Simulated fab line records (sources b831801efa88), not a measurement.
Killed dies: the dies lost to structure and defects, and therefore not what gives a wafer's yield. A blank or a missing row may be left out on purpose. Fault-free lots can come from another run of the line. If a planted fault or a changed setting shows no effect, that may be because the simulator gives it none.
Which tool is to blame? + flow sky130 + 13 lots, 39 wafers sampled, at 6 steps of a route of 708

== WHAT THE GAUGES SHOWED, per wafer ==
SKY_LDD_P_CD_MEAS_07 targets a cd of 380 nm. Usual: cd nm at 380.6 nm, with a standard deviation of 2.4.
| lot  | measured     | on        | cd nm (nm)        | flag |
|------|--------------|-----------|-------------------|------|
| L313 | day 19 21:44 | cd sem-01 | 379.3 378.4 380.3 |      |
| L314 | day 20 02:14 | cd sem-02 | 379.6 382.2 380.1 |      |
| L315 | day 20 03:08 | cd sem-02 | 379.2 378.8 379.0 |      |
| L317 | day 20 12:14 | cd sem-02 | 379.2 380.8 379.9 |      |
| L316 | day 20 14:31 | cd sem-01 | 382.2 382.0 383.8 |      |
| L318 | day 21 21:10 | cd sem-01 | 380.5 379.1 381.3 |      |
| L320 | day 22 04:59 | cd sem-01 | 389.2 388.3 384.9 |      |
| L319 | day 22 05:27 | cd sem-01 | 377.5 380.0 380.4 |      |
| L330 | day 25 16:11 | cd sem-02 | 380.1 380.7 381.2 |      |
| L331 | day 25 19:07 | cd sem-01 | 377.9 380.5 379.6 |      |
| L332 | day 26 05:00 | cd sem-01 | 383.2 383.5 382.8 |      |
| L335 | day 26 22:23 | cd sem-02 | 377.8 379.6 378.1 |      |
| L334 | day 27 01:30 | cd sem-02 | 380.7 381.6 379.6 |      |

SKY_LDD_LDN_OVL_MEAS_07. Usual: for LDD_LDN_OVL the level is -0.5 nm and the standard deviation is 1.4.
| lot  | measured     | on         | LDD_LDN_OVL (nm) | flag |
|------|--------------|------------|------------------|------|
| L313 | day 23 18:43 | overlay-02 | -0.1 2.4 -1.4    |      |
| L314 | day 23 21:33 | overlay-02 | -2.6 -2.9 -1.8   |      |
| L315 | day 23 22:56 | overlay-02 | -1.6 -2.2 -1.6   |      |
| L317 | day 24 08:15 | overlay-02 | -0.9 -1.9 -0.6   |      |
| L316 | day 24 09:54 | overlay-02 | 1.0 0.4 -2.5     |      |
| L318 | day 25 17:16 | overlay-02 | 2.3 2.2 1.3      |      |
| L320 | day 26 00:26 | overlay-01 | 2.0 -0.1 1.4     |      |
| L319 | day 26 00:44 | overlay-02 | 0.3 - -          |      |
| L330 | day 29 07:01 | overlay-02 | 2.0 2.0 -0.2     |      |
| L331 | day 29 10:13 | overlay-02 | -0.7 -0.1 -1.5   |      |
| L332 | day 29 19:13 | overlay-02 | -1.1 -0.2 -1.6   |      |
| L335 | day 30 12:42 | overlay-02 | 0.2 -0.6 0.7     |      |
| L334 | day 30 15:46 | overlay-02 | -1.0 -0.8 -2.6   |      |

SKY_LDD_LDN_TW_MEAS_13. Usual: for LDD_LDN_TW the level is 1474 and the standard deviation is 12.
| lot  | measured     | on            | LDD_LDN_TW     | flag |
|------|--------------|---------------|----------------|------|
| L313 | day 23 19:27 | film metro-02 | 1469 1460 1456 |      |
| L314 | day 23 22:17 | film metro-01 | 1480 1472 1481 |      |
| L315 | day 23 23:40 | film metro-02 | 1469 1467 1467 |      |
| L317 | day 24 08:59 | film metro-02 | 1464 1470 1468 |      |
| L316 | day 24 10:38 | film metro-01 | 1476 1481 1483 |      |
| L318 | day 25 18:00 | film metro-04 | 1470 1472 1473 |      |
| L320 | day 26 01:10 | film metro-02 | 1456 1461 1457 |      |
| L319 | day 26 01:28 | film metro-02 | 1462 29 30     | OFF  |
| L330 | day 29 07:44 | film metro-01 | 1486 1480 1479 |      |
| L331 | day 29 10:57 | film metro-04 | 1477 1478 1477 |      |
| L332 | day 29 19:57 | film metro-01 | 1483 1485 1480 |      |
| L335 | day 30 13:26 | film metro-04 | 1474 1480 1476 |      |
| L334 | day 30 16:29 | film metro-04 | 1475 1470 1479 |      |

SKY_POLY_CUT_CD_MEAS_08 targets a cd of 270 nm. Usual: cd nm at 269.9 nm, with a standard deviation of 1.6.
| lot  | measured     | on        | cd nm (nm)        | flag |
|------|--------------|-----------|-------------------|------|
| L313 | day 25 02:56 | cd sem-01 | 269.7 270.4 270.3 |      |
| L314 | day 25 08:43 | cd sem-01 | 266.6 267.4 269.0 |      |
| L315 | day 25 07:51 | cd sem-02 | 269.0 269.0 267.8 |      |
| L317 | day 25 16:42 | cd sem-02 | 268.5 268.5 268.1 |      |
| L316 | day 25 20:11 | cd sem-02 | 271.2 270.7 271.0 |      |
| L318 | day 27 00:37 | cd sem-02 | 270.9 272.5 272.1 |      |
| L320 | day 27 07:56 | cd sem-01 | 272.9 272.0 273.8 |      |
| L319 | day 27 08:54 | cd sem-02 | 270.1 271.3 270.2 |      |
| L330 | day 30 13:51 | cd sem-02 | 267.8 268.5 267.8 |      |
| L331 | day 30 16:16 | cd sem-02 | 268.7 269.0 269.8 |      |
| L332 | day 31 03:21 | cd sem-02 | 272.1 270.9 271.3 |      |
| L335 | day 31 18:41 | cd sem-02 | 268.9 269.8 269.5 |      |
| L334 | day 31 21:33 | cd sem-01 | 268.8 269.6 270.9 |      |

== WHAT TOOL EACH LOT RAN ON (gives the tool, then ch and the chambers of the sampled wafers, and finally the start) ==
| lot  | SKY_LDD_HVN_STRIP_09                 | SKY_LDD_LDN_DEVELOP_06            |
|------|--------------------------------------|-----------------------------------|
| L313 | plasma asher-03 ch 0,1, day 21 04:57 | litho track-03 ch 0, day 23 18:36 |
| L314 | plasma asher-03 ch 0,1, day 21 09:40 | litho track-01 ch 0, day 23 21:26 |
| L315 | plasma asher-04 ch 0,1, day 21 10:37 | litho track-01 ch 0, day 23 22:47 |
| L317 | plasma asher-03 ch 0,1, day 21 19:41 | litho track-03 ch 0, day 24 08:06 |
| L316 | plasma asher-03 ch 0,1, day 21 21:20 | litho track-01 ch 0, day 24 09:47 |
| L318 | plasma asher-03 ch 0, day 23 04:17   | litho track-04 ch 0, day 25 17:08 |
| L320 | plasma asher-04 ch 0,1, day 23 12:41 | litho track-01 ch 0, day 26 00:17 |
| L319 | plasma asher-04 ch 0,1, day 23 12:59 | litho track-01 ch 0, day 26 00:35 |
| L330 | plasma asher-03 ch 0,1, day 26 21:20 | litho track-04 ch 0, day 29 06:52 |
| L331 | plasma asher-04 ch 0,1, day 27 00:26 | litho track-04 ch 0, day 29 10:05 |
| L332 | plasma asher-03 ch 0,1, day 27 10:02 | litho track-04 ch 0, day 29 19:05 |
| L335 | plasma asher-02 ch 0,1, day 28 03:56 | litho track-03 ch 0, day 30 12:33 |
| L334 | plasma asher-02 ch 0,1, day 28 06:40 | litho track-04 ch 0, day 30 15:37 |
- SKY_LDD_HVN_STRIP_09: strips in O2/N2.
- SKY_LDD_LDN_DEVELOP_06: develop time 60 s.

== WHAT THE TOOLS THEMSELVES READ (means of the sampled wafers that have a number; where no wafer has one, the mark that the record gives instead) ==
SKY_LDD_HVN_STRIP_09. Usual: chamber pressure mTorr 1500.0 mTorr, standard deviation 1.5; drypump motor current A 5.78 A, standard deviation 0.29; oes product au 0.409 a.u., standard deviation 0.0045; strip time to endpoint s 4.143 s, standard deviation 0.014.
| lot  | tool            | chamber pressure mTorr (mTorr) | drypump motor current A (A) | oes product au (a.u.) | strip time to endpoint s (s) | flag |
|------|-----------------|--------------------------------|-----------------------------|-----------------------|------------------------------|------|
| L313 | plasma asher-03 | 1500.7                         | 5.57                        | 0.410                 | 4.141                        |      |
| L314 | plasma asher-03 | 1500.6                         | 5.82                        | 0.404                 | 4.130                        |      |
| L315 | plasma asher-04 | 1499.8                         | 5.85                        | 0.409                 | 4.155                        |      |
| L317 | plasma asher-03 | 1499.4                         | 5.57                        | 0.411                 | 4.139                        |      |
| L316 | plasma asher-03 | 1500.1                         | 5.83                        | 0.411                 | 4.158                        |      |
| L318 | plasma asher-03 | 1499.5                         | 6.06                        | 0.408                 | 4.137                        |      |
| L320 | plasma asher-04 | 1500.7                         | 5.95                        | 0.411                 | 4.141                        |      |
| L319 | plasma asher-04 | 1500.4                         | 5.87                        | 0.403                 | 4.129                        |      |
| L330 | plasma asher-03 | 1501.7                         | 5.57                        | 0.408                 | 4.139                        |      |
| L331 | plasma asher-04 | 1500.6                         | 5.96                        | 0.405                 | 4.132                        |      |
| L332 | plasma asher-03 | 1499.9                         | 5.57                        | 0.407                 | 4.159                        |      |
| L335 | plasma asher-02 | 1498.8                         | 5.81                        | 0.413                 | 4.122                        |      |
| L334 | plasma asher-02 | 1500.5                         | 5.78                        | 0.412                 | 4.125                        |      |

SKY_LDD_LDN_DEVELOP_06. Usual: developer temp C at 23.00 C, with a standard deviation of 0.095.
| lot  | tool           | developer temp C (C) | flag |
|------|----------------|----------------------|------|
| L313 | litho track-03 | 23.13                |      |
| L314 | litho track-01 | 22.97                |      |
| L315 | litho track-01 | 23.05                |      |
| L317 | litho track-03 | 23.04                |      |
| L316 | litho track-01 | 23.00                |      |
| L318 | litho track-04 | 23.07                |      |
| L320 | litho track-01 | 22.99                |      |
| L319 | litho track-01 | 22.99                |      |
| L330 | litho track-04 | 23.04                |      |
| L331 | litho track-04 | 23.00                |      |
| L332 | litho track-04 | 23.16                |      |
| L335 | litho track-03 | 23.06                |      |
| L334 | litho track-04 | 22.98                |      |

== THE ANSWER, worked out from the rows above alone ==
Rule: a lot counts as off when the mean over its wafers that have a number is more than 3 standard deviations away from the usual mean. Also off: a lot with no number at a reading for which 4 or more lots have one. All remaining lots with rows at the step are treated as sound. After the gauges, taken in route order, come the tools' own readings; for these a lot's mean is taken, as printed above. At the first step where some lot is off, the reading lying furthest off is the one used; lots without a number count as furthest.
Off: at SKY_LDD_LDN_TW_MEAS_13 (LDD_LDN_TW), L319.
If a tool, at a process step before that reading, ran all the lots that are off and no sound lot after the first of them, it fits. The gauges at SKY_LDD_LDN_TW_MEAS_13 are tried like those tools. This does not decide it: 2 tools fit, namely litho track-01 at SKY_LDD_LDN_DEVELOP_06 and film metro-02 at SKY_LDD_LDN_TW_MEAS_13.

== WHAT THE SIMULATOR HAD INSERTED ==
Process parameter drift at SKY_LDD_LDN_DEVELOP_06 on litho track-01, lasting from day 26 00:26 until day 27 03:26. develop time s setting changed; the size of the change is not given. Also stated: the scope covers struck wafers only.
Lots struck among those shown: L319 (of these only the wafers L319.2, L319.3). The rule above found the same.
